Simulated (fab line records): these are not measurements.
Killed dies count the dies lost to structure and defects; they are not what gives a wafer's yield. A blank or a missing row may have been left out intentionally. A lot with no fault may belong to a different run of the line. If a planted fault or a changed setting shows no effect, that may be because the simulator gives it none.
8D (eight disciplines) problem report, filled in by code | flow gf180mcu | the parts of the form that need people (team, actions taken, sign-off) are left out

== 1. THE ISSUE ==
Wafers with no fault read 1200 W with a standard deviation of 3.6, whereas bias w at GF_V2_ETCH_17 reads a mean of 1254 W on 1 wafer of 1 lot. That puts it +15 standard deviations away from the usual mean.
The step: etches SiO2 in C4F8/O2/Ar, stops on TiN, target depth 630 nm.
Earliest sighting: wafer L658.1 on rie diel-02 at day 26 19:00. Wafers with a number at this step in the record: 15, from 5 lots. The rule behind "out" and "out of limits": a value lying over 4 standard deviations away from the usual mean. The other wafers with a number count as sound.

== 2. WHAT THIS IS AND IS NOT ==
question                    | is                | is not
which readings at this step | bias w            | oes product au
which lots                  | L658              | L641, L643, L650, L662
which wafers of those lots  | L658.1            | L658.4, L658.6
read on which tools         | rie diel-02       | rie diel-01, rie diel-03
when                        | from day 26 19:00 | up to then (11 sound wafers); but 3 sound wafers of L662 came after

== 3. SUSPECTS, AND WHAT RULES EACH OUT ==
Counting: any tool at a process step up to the reading remains a suspect provided it ran every lot that is out. Sound lots after the first of them don't rule it out here, since some wafers of a struck lot are sound.
- rie diel-02 at GF_V2_ETCH_16 (etches BARC in N2/H2): kept. It processed L658, the lot that is out, at day 26 19:39, and its most recent sound lot before then was L641 at day 20 04:43.
- rie diel-02 at GF_V2_ETCH_17 (etches SiO2 in C4F8/O2/Ar, stops on TiN, target depth 630 nm): kept. It processed L658, the lot that is out, at day 26 19:00, and its most recent sound lot before then was L641 at day 20 04:00. Out on those wafers are its own readings of bias w.
- Within rie diel-02 at GF_V2_ETCH_16: the wafers that are out ran in chamber 0; their sound lot-mates ran in chambers 2, 3.
- Within rie diel-02 at GF_V2_ETCH_17: the wafers that are out ran in chamber 0; their sound lot-mates ran in chambers 2, 3.
What counting leaves: rie diel-02 at GF_V2_ETCH_16 and rie diel-02 at GF_V2_ETCH_17.

== 4. THE CAUSE (what the simulator had put in) ==
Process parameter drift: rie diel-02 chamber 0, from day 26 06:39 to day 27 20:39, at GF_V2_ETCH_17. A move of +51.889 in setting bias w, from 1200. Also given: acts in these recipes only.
Of the 2 suspects that counting leaves, this tool is one.

== 5. THE CHAIN OF EFFECTS, in route order ==
Each row: a reading where the mean over the struck wafers with a number is more than 3 standard deviations away from the usual. Scope: only readings with a usual standard deviation given in the record; hours: median across lots of the time from each lot's start at the first step in this table that gives one to its start at this step; sigmas: change in usual standard deviations.
hours | step          | reading | usual  | on struck wafers | change | sigmas
0     | GF_V2_ETCH_17 | bias w  | 1200 W | 1254             | +54    | +15
Process steps it contains:
- GF_V2_ETCH_17: etches SiO2 in C4F8/O2/Ar, stops on TiN, target depth 630 nm.

== 6. HOW IT WOULD HAVE BEEN CAUGHT EARLIER ==
The fault began at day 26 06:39; the first out-of-limits reading in this record came at day 26 19:00, 12 hours later.
